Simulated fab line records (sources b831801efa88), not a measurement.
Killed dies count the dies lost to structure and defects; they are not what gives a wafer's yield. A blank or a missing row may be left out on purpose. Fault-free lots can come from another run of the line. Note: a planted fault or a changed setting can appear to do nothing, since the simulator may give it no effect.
Which tool did it? || flow gf180mcu || 15 lots with 45 wafers sampled at 4 steps, on a route of 602 steps

WHAT THE GAUGES SHOWED, per wafer
GF_VT_IMPLANT_RS_MEAS_46: measurement is done with a four-point probe.
{"lot": "L987", "measured": "day 8 01:32", "on": "filmMetro-04", "MVSD_RS (ohm/sq)": "456.7 455.3 454.2"}
{"lot": "L989", "measured": "day 8 15:58", "on": "filmMetro-02", "MVSD_RS (ohm/sq)": "456.4 456.3 455.7"}
{"lot": "L990", "measured": "day 8 21:47", "on": "filmMetro-01", "MVSD_RS (ohm/sq)": "456.8 456.7 458.2"}
{"lot": "L991", "measured": "day 9 05:41", "on": "filmMetro-04", "MVSD_RS (ohm/sq)": "458.2 458.1 457.8"}
{"lot": "L997", "measured": "day 10 23:50", "on": "filmMetro-04", "MVSD_RS (ohm/sq)": "455.9 455.1 455.7"}
{"lot": "L998", "measured": "day 11 07:51", "on": "filmMetro-02", "MVSD_RS (ohm/sq)": "456.6 456.3 454.5"}
{"lot": "L100", "measured": "day 11 22:12", "on": "filmMetro-02", "MVSD_RS (ohm/sq)": "455.0 455.9 455.5"}
{"lot": "L101", "measured": "day 12 04:40", "on": "filmMetro-01", "MVSD_RS (ohm/sq)": "458.2 456.3 457.6"}
{"lot": "L102", "measured": "day 12 08:44", "on": "filmMetro-02", "MVSD_RS (ohm/sq)": "456.8 456.2 457.0"}
{"lot": "L103", "measured": "day 12 20:26", "on": "filmMetro-01", "MVSD_RS (ohm/sq)": "456.0 457.1 457.0"}
{"lot": "L104", "measured": "day 13 01:25", "on": "filmMetro-02", "MVSD_RS (ohm/sq)": "457.5 456.4 457.8"}
{"lot": "L105", "measured": "day 13 07:42", "on": "filmMetro-04", "MVSD_RS (ohm/sq)": "459.0 458.5 458.0"}
{"lot": "L106", "measured": "day 13 14:11", "on": "filmMetro-02", "MVSD_RS (ohm/sq)": "455.0 454.6 455.9"}
{"lot": "L107", "measured": "day 13 21:56", "on": "filmMetro-04", "MVSD_RS (ohm/sq)": "455.2 455.2 455.4"}
{"lot": "L108", "measured": "day 14 04:47", "on": "filmMetro-04", "MVSD_RS (ohm/sq)": "458.8 457.7 458.5"}

GF_POLY_GATE_THK_MEAS_01.
{"lot": "L987", "measured": "day 9 00:19", "on": "filmMetro-03", "POLY_GATE_CVD_00_THK (nm)": "202.1 200.7 200.9"}
{"lot": "L989", "measured": "day 9 15:18", "on": "filmMetro-02", "POLY_GATE_CVD_00_THK (nm)": "201.1 199.6 199.9"}
{"lot": "L990", "measured": "day 9 22:49", "on": "filmMetro-01", "POLY_GATE_CVD_00_THK (nm)": "200.5 199.4 200.5"}
{"lot": "L991", "measured": "day 10 04:40", "on": "filmMetro-02", "POLY_GATE_CVD_00_THK (nm)": "202.2 203.3 202.6"}
{"lot": "L997", "measured": "day 12 01:48", "on": "filmMetro-01", "POLY_GATE_CVD_00_THK (nm)": "200.4 198.9 200.3"}
{"lot": "L998", "measured": "day 12 09:38", "on": "filmMetro-01", "POLY_GATE_CVD_00_THK (nm)": "199.4 197.6 196.9"}
{"lot": "L100", "measured": "day 12 23:45", "on": "filmMetro-03", "POLY_GATE_CVD_00_THK (nm)": "201.5 200.2 198.9"}
{"lot": "L101", "measured": "day 13 06:25", "on": "filmMetro-01", "POLY_GATE_CVD_00_THK (nm)": "203.9 201.4 203.9"}
{"lot": "L102", "measured": "day 13 10:52", "on": "filmMetro-01", "POLY_GATE_CVD_00_THK (nm)": "200.5 200.9 199.9"}
{"lot": "L103", "measured": "day 13 22:31", "on": "filmMetro-03", "POLY_GATE_CVD_00_THK (nm)": "200.5 201.7 200.0"}
{"lot": "L104", "measured": "day 14 03:10", "on": "filmMetro-03", "POLY_GATE_CVD_00_THK (nm)": "198.5 197.3 198.8"}
{"lot": "L105", "measured": "day 14 09:15", "on": "filmMetro-02", "POLY_GATE_CVD_00_THK (nm)": "199.6 202.1 200.7"}
{"lot": "L106", "measured": "day 14 15:47", "on": "filmMetro-02", "POLY_GATE_CVD_00_THK (nm)": "195.9 196.5 196.5"}
{"lot": "L107", "measured": "day 15 01:06", "on": "filmMetro-01", "POLY_GATE_CVD_00_THK (nm)": "194.9 196.3 195.8"}
{"lot": "L108", "measured": "day 15 09:31", "on": "filmMetro-01", "POLY_GATE_CVD_00_THK (nm)": "201.6 201.0 201.2"}

GF_HV_LDD_THK_MEAS_57.
{"lot": "L987", "measured": "day 13 04:44", "on": "filmMetro-02", "HV_LDD_CVD_56_THK (nm)": "90.5 90.5 90.9"}
{"lot": "L989", "measured": "day 13 22:43", "on": "filmMetro-01", "HV_LDD_CVD_56_THK (nm)": "90.7 89.8 90.3"}
{"lot": "L990", "measured": "day 14 08:13", "on": "filmMetro-04", "HV_LDD_CVD_56_THK (nm)": "89.5 90.0 89.3"}
{"lot": "L991", "measured": "day 14 13:46", "on": "filmMetro-01", "HV_LDD_CVD_56_THK (nm)": "89.2 89.6 90.0"}
{"lot": "L997", "measured": "day 16 17:18", "on": "filmMetro-04", "HV_LDD_CVD_56_THK (nm)": "89.1 89.4 89.6"}
{"lot": "L998", "measured": "day 17 03:47", "on": "filmMetro-04", "HV_LDD_CVD_56_THK (nm)": "90.9 90.7 90.9"}
{"lot": "L100", "measured": "day 17 16:26", "on": "filmMetro-02", "HV_LDD_CVD_56_THK (nm)": "90.7 90.8 91.2"}
{"lot": "L101", "measured": "day 18 02:29", "on": "filmMetro-02", "HV_LDD_CVD_56_THK (nm)": "90.0 90.2 89.3"}
{"lot": "L102", "measured": "day 18 06:59", "on": "filmMetro-01", "HV_LDD_CVD_56_THK (nm)": "90.5 90.8 89.6"}
{"lot": "L103", "measured": "day 18 21:54", "on": "filmMetro-01", "HV_LDD_CVD_56_THK (nm)": "90.7 90.0 90.7"}
{"lot": "L104", "measured": "day 19 03:04", "on": "filmMetro-04", "HV_LDD_CVD_56_THK (nm)": "89.9 89.4 89.7"}
{"lot": "L105", "measured": "day 19 08:37", "on": "filmMetro-04", "HV_LDD_CVD_56_THK (nm)": "91.2 91.2 91.4"}
{"lot": "L106", "measured": "day 19 16:19", "on": "filmMetro-04", "HV_LDD_CVD_56_THK (nm)": "89.5 89.6 90.1"}
{"lot": "L107", "measured": "day 20 02:29", "on": "filmMetro-01", "HV_LDD_CVD_56_THK (nm)": "87.6 88.1 87.5"}
{"lot": "L108", "measured": "day 20 12:48", "on": "filmMetro-04", "HV_LDD_CVD_56_THK (nm)": "89.4 89.4 89.9"}

WHAT TOOL EACH LOT RAN ON (gives the tool, then ch and the chambers of the sampled wafers, and finally the start)
{"lot": "L987", "GF_HV_LDD_HMDS_13": "lithoTrack-02 ch 0, day 10 22:06"}
{"lot": "L989", "GF_HV_LDD_HMDS_13": "lithoTrack-04 ch 0, day 11 15:55"}
{"lot": "L990", "GF_HV_LDD_HMDS_13": "lithoTrack-04 ch 0, day 11 23:50"}
{"lot": "L991", "GF_HV_LDD_HMDS_13": "lithoTrack-04 ch 0, day 12 05:44"}
{"lot": "L997", "GF_HV_LDD_HMDS_13": "lithoTrack-03 ch 0, day 14 06:50"}
{"lot": "L998", "GF_HV_LDD_HMDS_13": "lithoTrack-03 ch 0, day 14 15:14"}
{"lot": "L100", "GF_HV_LDD_HMDS_13": "lithoTrack-02 ch 0, day 15 04:55"}
{"lot": "L101", "GF_HV_LDD_HMDS_13": "lithoTrack-03 ch 0, day 15 12:04"}
{"lot": "L102", "GF_HV_LDD_HMDS_13": "lithoTrack-04 ch 0, day 15 17:08"}
{"lot": "L103", "GF_HV_LDD_HMDS_13": "lithoTrack-04 ch 0, day 16 06:08"}
{"lot": "L104", "GF_HV_LDD_HMDS_13": "lithoTrack-03 ch 0, day 16 11:25"}
{"lot": "L105", "GF_HV_LDD_HMDS_13": "lithoTrack-04 ch 0, day 16 16:52"}
{"lot": "L106", "GF_HV_LDD_HMDS_13": "lithoTrack-03 ch 0, day 17 00:29"}
{"lot": "L107", "GF_HV_LDD_HMDS_13": "lithoTrack-04 ch 0, day 17 09:44"}
{"lot": "L108", "GF_HV_LDD_HMDS_13": "lithoTrack-04 ch 0, day 17 19:56"}
- GF_HV_LDD_HMDS_13: prime time 60 s.

WHAT THE TOOLS THEMSELVES READ (means of the sampled wafers that have a number; where no wafer has one, the mark that the record gives instead)
GF_HV_LDD_HMDS_13.
{"lot": "L987", "tool": "lithoTrack-02", "primeTempC (C)": 120.03}
{"lot": "L989", "tool": "lithoTrack-04", "primeTempC (C)": 117.23}
{"lot": "L990", "tool": "lithoTrack-04", "primeTempC (C)": 117.12}
{"lot": "L991", "tool": "lithoTrack-04", "primeTempC (C)": 117.05}
{"lot": "L997", "tool": "lithoTrack-03", "primeTempC (C)": 119.96}
{"lot": "L998", "tool": "lithoTrack-03", "primeTempC (C)": 120.15}
{"lot": "L100", "tool": "lithoTrack-02", "primeTempC (C)": 120.00}
{"lot": "L101", "tool": "lithoTrack-03", "primeTempC (C)": 119.83}
{"lot": "L102", "tool": "lithoTrack-04", "primeTempC (C)": 119.96}
{"lot": "L103", "tool": "lithoTrack-04", "primeTempC (C)": 119.97}
{"lot": "L104", "tool": "lithoTrack-03", "primeTempC (C)": 119.94}
{"lot": "L105", "tool": "lithoTrack-04", "primeTempC (C)": 120.01}
{"lot": "L106", "tool": "lithoTrack-03", "primeTempC (C)": 119.90}
{"lot": "L107", "tool": "lithoTrack-04", "primeTempC (C)": 120.04}
{"lot": "L108", "tool": "lithoTrack-04", "primeTempC (C)": 119.98}

THE ANSWER, worked out from the rows above alone
Rule: what is usual is taken from the lots themselves. The widest of any qualifying gaps counts: lots, ordered by their means at a reading, are off when they make up no more than a third of the lots, leave a main group of 4 or more, and stand apart from it by 3 or more times the standard deviation of that group's means. A main group whose means are all the same, to the digits that the tables above print for the reading, isn't used. Also off: a lot with no number at a reading for which 4 or more lots have one. The other lots that the step has rows for count as sound. Order of review: gauges by route order, followed by the tools' own readings, for which a lot's mean as printed above is used. At the first step where some lot is off, the reading lying furthest off is the one used; lots without a number count as furthest.
Off: L989, L990, L991 (GF_HV_LDD_HMDS_13, primeTempC). Main group: mean 119.98 C, sd 0.075.
A tool fits if, at that step or a process step before it, it ran every lot that is off, and no sound lot after the first of them. No candidate that was tried fits.

WHAT THE SIMULATOR PUT IN
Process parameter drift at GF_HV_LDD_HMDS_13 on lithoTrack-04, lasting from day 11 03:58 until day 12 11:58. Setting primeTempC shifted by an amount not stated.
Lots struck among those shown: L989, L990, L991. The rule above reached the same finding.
